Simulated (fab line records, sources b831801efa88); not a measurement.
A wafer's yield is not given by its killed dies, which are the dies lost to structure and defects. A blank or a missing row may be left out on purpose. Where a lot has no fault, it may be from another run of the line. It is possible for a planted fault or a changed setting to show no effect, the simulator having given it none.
Struck lot and sound lot, side by side :: flow sky130 :: 15 steps out of a route of 708
Sound: the wafers L935.3, L935.5, L935.6. Wafers L928.3, L928.4, L928.6 were the ones struck. The cause is given at the end.
Per side, at each step with rows, come the tool, then ch with its chambers, and then its first start. Under that, the readings that differ: sound wafers :: struck wafers :: difference of the means :: sigmas: that difference in standard deviations of wafers without a fault.
alike: readings with means less than 2 such deviations apart, plus words and numbers identical on both sides. not compared: withheld readings, readings lacking a value on some wafer, bounds such as >300 that could conceal the same value, and numbers that have no deviation in the record and whose values overlap.
The two part at a step that has a row with sigmas, a row that says differs or no value, or rows on one side only. Non-overlapping numbers with no deviation appear without sigmas and do not part them. A reading that every wafer of one side lacks parts them only if that side has two wafers or more.

SKY_VT_ADJUST_LVTN_OVL_MEAS_07:
  sound on overlay-02 at day 12 15:10; struck on overlay-01 at day 10 10:51
  alike: VT_ADJUST_LVTN_OVL
then, 1 step without rows for these wafers: SKY_VT_ADJUST_LVTN_IMPLANT_08.
SKY_VT_ADJUST_LVTN_STRIP_09: strips in O2/N2.
  sound on plasma_asher-02 ch 0,1, day 12 15:22; struck on plasma_asher-03 ch 0,1, day 10 11:03
  alike: drypump_motor_current_A, oes_product_au, strip_time_to_endpoint_s
  not compared: rf_hours_counter_h
SKY_VT_ADJUST_LVTN_TW_MEAS_10:
  sound on film_metro-03 at day 12 15:28; struck on film_metro-01 at day 10 11:08
  alike: VT_ADJUST_LVTN_TW
then, 7 steps without rows for these wafers: SKY_VT_ADJUST_LVTN_DEHYDRATE_11 (time 60 s); SKY_VT_ADJUST_LVTN_HMDS_12 (prime time 60 s); SKY_VT_ADJUST_LVTN_COAT_13 (resist thk 1140 nm); SKY_VT_ADJUST_LVTN_SOFTBAKE_14 (time 60 s); SKY_VT_ADJUST_LVTN_EXPOSE_15 (exposes mask HVN STD DERIVED, target cd 600 nm); SKY_VT_ADJUST_LVTN_PEB_16; SKY_VT_ADJUST_LVTN_DEVELOP_17 (develop time 60 s).
SKY_VT_ADJUST_LVTN_OVL_MEAS_18:
  sound on overlay-02 at day 13 15:34; struck on overlay-01 at day 11 10:42
  alike: VT_ADJUST_LVTN_01_OVL
SKY_VT_ADJUST_LVTN_IMPLANT_19:
  struck on implanter-04, day 11 10:46; sound on implanter-01 ch 0, day 13 15:38
  no value came back on the struck wafers for beam_energy_keV, beam_on_s (s); on the sound wafers beam_energy_keV reads 30.006 30.003 29.998
SKY_VT_ADJUST_LVTN_STRIP_20: strips in O2/N2.
  sound on plasma_asher-02 ch 0,1, day 13 15:46; struck on plasma_asher-02 ch 0,1, day 11 10:54
  alike: drypump_motor_current_A, oes_product_au, strip_time_to_endpoint_s
  not compared: rf_hours_counter_h
SKY_VT_ADJUST_LVTN_TW_MEAS_21:
  sound on film_metro-04 at day 13 15:52; struck on film_metro-04 at day 11 10:59
reading: VT_ADJUST_LVTN_2_TW
sound: 189.9 191.5 191.0
struck: 30.7 30.6 30.8
difference: -160.1
sigmas: -53

== WHERE THEY PART ==
Last at SKY_VT_ADJUST_LVTN_TW_MEAS_21 as far as this record goes, first at SKY_VT_ADJUST_LVTN_IMPLANT_19.

WHY: whatever the simulator had introduced
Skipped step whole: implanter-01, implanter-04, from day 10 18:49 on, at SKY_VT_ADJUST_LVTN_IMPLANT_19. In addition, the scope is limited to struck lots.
